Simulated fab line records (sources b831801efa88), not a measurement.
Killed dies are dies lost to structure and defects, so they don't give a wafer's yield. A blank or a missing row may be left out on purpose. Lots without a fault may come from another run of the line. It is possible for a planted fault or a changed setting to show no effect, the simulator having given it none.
Chamber matching | flow sky130 | SKY_LI_CONTACT_CMP_02 on cmp-02: 4 sister chambers
The step polishes PSG. 4 wafers are shown with their chamber, then 9 later ones without.

== WAFERS WITH THEIR CHAMBER ==
wafer  | chamber | motorCurrentA (A)
L821.6 | 0       | 14.4
L826.1 | 1       | 12.7
L826.4 | 3       | 12.6
L826.5 | 2       | 11.0

== WAFERS WITHOUT THEIR CHAMBER ==
wafer  | motorCurrentA (A)
L827.1 | 11.3
L827.4 | 12.7
L827.5 | 13.9
L829.1 | 13.7
L829.3 | 11.4
L829.5 | 11.1
L830.1 | 11.8
L830.2 | 12.5
L830.6 | 13.1

== THE CHAMBER EACH PASSED THROUGH ==
wafer  | from the rows above          | in truth
L827.1 | 2                            | 2
L827.4 | can't be placed: 1 or 3      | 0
L827.5 | can't be placed: 0 or 1 or 3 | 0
L829.1 | can't be placed: 0 or 1 or 3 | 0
L829.3 | can't be placed: 2 or 3      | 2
L829.5 | 2                            | 2
L830.1 | can't be placed: 3 or 2 or 1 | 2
L830.2 | can't be placed: 3 or 1      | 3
L830.6 | can't be placed: 1 or 3      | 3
Correct placement for 2 of the 9. Unplaceable from these rows: 7, with the true chamber sitting among the candidates in 6. Number placed wrongly: 0.
How it was worked out, from the rows above alone: a wafer's distance from a chamber is the root of the sum, over the readings, of the square of ((its reading less the chamber's mean) divided by the reading's scatter). The wafer belongs to the nearest chamber; if the next one is less than 2 further off, it can't be placed. For every chamber, the mean is computed from those of its wafers that are shown. The scatter: with one shown wafer a chamber, the root of the mean of the squares of how far each hidden wafer lies from its nearest shown one.
